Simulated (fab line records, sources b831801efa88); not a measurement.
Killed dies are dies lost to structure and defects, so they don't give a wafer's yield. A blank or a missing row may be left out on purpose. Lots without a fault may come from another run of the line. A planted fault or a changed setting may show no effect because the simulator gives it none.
Chamber matching | flow sky130 | SKY_VIA4_ETCH_12 on rie_diel-04: 4 sister chambers
The step etches SiO2 in C4F8/O2/Ar, stops on TiN, target depth 580 nm. 4 wafers are shown with their chamber, then 7 later ones without.

WAFERS WITH THEIR CHAMBER
wafer  | chamber | oes_product_au (a.u.)
L354.4 | 2       | 0.922
L354.6 | 0       | 0.918
L356.2 | 1       | 0.926
L356.3 | 3       | 0.921

WAFERS WITHOUT THEIR CHAMBER
wafer  | oes_product_au (a.u.)
L356.4 | 0.927
L371.3 | 0.926
L371.5 | 0.919
L371.6 | 0.923
L373.1 | 0.923
L373.3 | 0.928
L373.6 | 0.929

WHICH CHAMBER EACH WENT THROUGH
wafer  | from the rows above          | in truth
L356.4 | 1                            | 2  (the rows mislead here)
L371.3 | 1                            | 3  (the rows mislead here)
L371.5 | can't be placed: 0 or 3 or 2 | 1
L371.6 | can't be placed: 2 or 3 or 1 | 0
L373.1 | can't be placed: 2 or 3 or 1 | 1
L373.3 | 1                            | 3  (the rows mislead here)
L373.6 | 1                            | 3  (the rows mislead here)
Placed correctly: 0 of 7. Can't be placed from these rows: 3 (the true chamber is among the candidates in 1). Placed wrongly: 4.
How it was worked out, from the rows above alone: a wafer's distance from a chamber is the root of the sum, over the readings, of the square of ((its reading less the chamber's mean) divided by the reading's scatter). The wafer belongs to the nearest chamber; if the next one is less than 2 further off, it can't be placed. A chamber's mean is the mean of its shown wafers. The scatter: with one shown wafer a chamber, the root of the mean of the squares of how far each hidden wafer lies from its nearest shown one.
